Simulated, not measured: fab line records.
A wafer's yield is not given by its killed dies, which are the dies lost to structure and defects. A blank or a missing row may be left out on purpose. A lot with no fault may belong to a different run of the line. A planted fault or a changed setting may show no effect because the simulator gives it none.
2 desks, one fault + flow gf180mcu + every desk sees just its own numbers, and what lay behind them comes last

## DESK OF THE TOOL OWNER: pvd_sputter-01
At GF_SALICIDE_SPUTTER_03 (material TiN, target thk 20 nm, time 16.7 s) the tool's own readings: per lot run on this tool, the mean of the sampled wafers that have a number. Any lot whose mean is over 4 standard deviations away from the usual mean is out of limits and marked OUT; that distance is given in the brackets.
Columns: A = throttle_valve_pct at GF_SALICIDE_SPUTTER_03, usual 29.5 %
| lot  | first seen here | A    |
|------|-----------------|------|
| L178 | day 17 00:13    | 30.4 |
| L179 | day 17 10:05    | 29.4 |
| L181 | day 18 03:38    | 30.3 |
| L182 | day 18 06:23    | 28.8 |
| L190 | day 21 09:01    | 29.2 |
| L195 | day 23 03:31    | 29.5 |
Finding of this desk: none of the 6 lots has anything out of limits.

## FROM THE METROLOGY DESK
Means of the sampled wafers that have a number, per lot and without regard to the tool the lot ran on: this is what the gauges read. Any lot whose mean is over 4 standard deviations away from the usual mean is out of limits and marked OUT; that distance is given in the brackets.
Columns: A = cd_nm at GF_HV_LDD_CD_MEAS_19, usual 399.6 nm; B = SALICIDE_TIN_RS at GF_SALICIDE_RS_MEAS_04, usual 16.27 ohm/sq; C = SALICIDE_TIN_THK at GF_SALICIDE_THK_MEAS_05, usual 20.13 nm
| lot  | first seen here | A     | B     | C               |
|------|-----------------|-------|-------|-----------------|
| L173 | day 10 19:42    | 399.5 | 16.49 | 19.96           |
| L175 | day 11 10:57    | 399.7 | 16.45 | 19.98           |
| L176 | day 11 16:20    | 402.4 | 16.26 | 20.23           |
| L178 | day 12 11:44    | 397.6 | 16.03 | 20.10           |
| L179 | day 12 18:58    | 401.9 | 15.84 | 20.11           |
| L180 | day 13 00:01    | 397.2 | 15.95 | 20.32           |
| L181 | day 13 10:25    | 402.6 | 16.29 | 20.59           |
| L182 | day 13 13:10    | 400.2 | 16.72 | 19.69           |
| L183 | day 14 00:32    | 402.5 | 16.43 | 20.02           |
| L190 | day 16 05:55    | 399.8 | 17.36 | 16.21 (-16) OUT |
| L191 | day 16 16:24    | 397.5 | 16.71 | 19.96           |
| L195 | day 17 22:05    | 396.3 | 17.24 | 16.36 (-16) OUT |
This desk reports L190, L195 out of limits; the earliest was L190 at day 21 09:10 (SALICIDE_TIN_THK at GF_SALICIDE_THK_MEAS_05). L173, L175, L176, L178, L179, L180, L181, L182, L183, L191: within limits.

## ALL TOGETHER
On L190, L195, the metrology desk was in a position to raise an alarm at day 21 09:10.
The desk of the tool owner found nothing out of limits.
On record at the tool owner's desk: L190, L195, within its limits.
GF_SALICIDE_SPUTTER_03 was run on pvd_sputter-01 by each of the lots named.

## WHAT THE SIMULATOR HAD PUT IN
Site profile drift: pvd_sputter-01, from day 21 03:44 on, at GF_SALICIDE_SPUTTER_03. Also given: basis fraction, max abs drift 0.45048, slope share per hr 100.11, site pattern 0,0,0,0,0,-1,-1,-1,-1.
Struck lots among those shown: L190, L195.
Time in hours between the start of the fault and the first out-of-limits reading at each desk: metrology desk, 5.
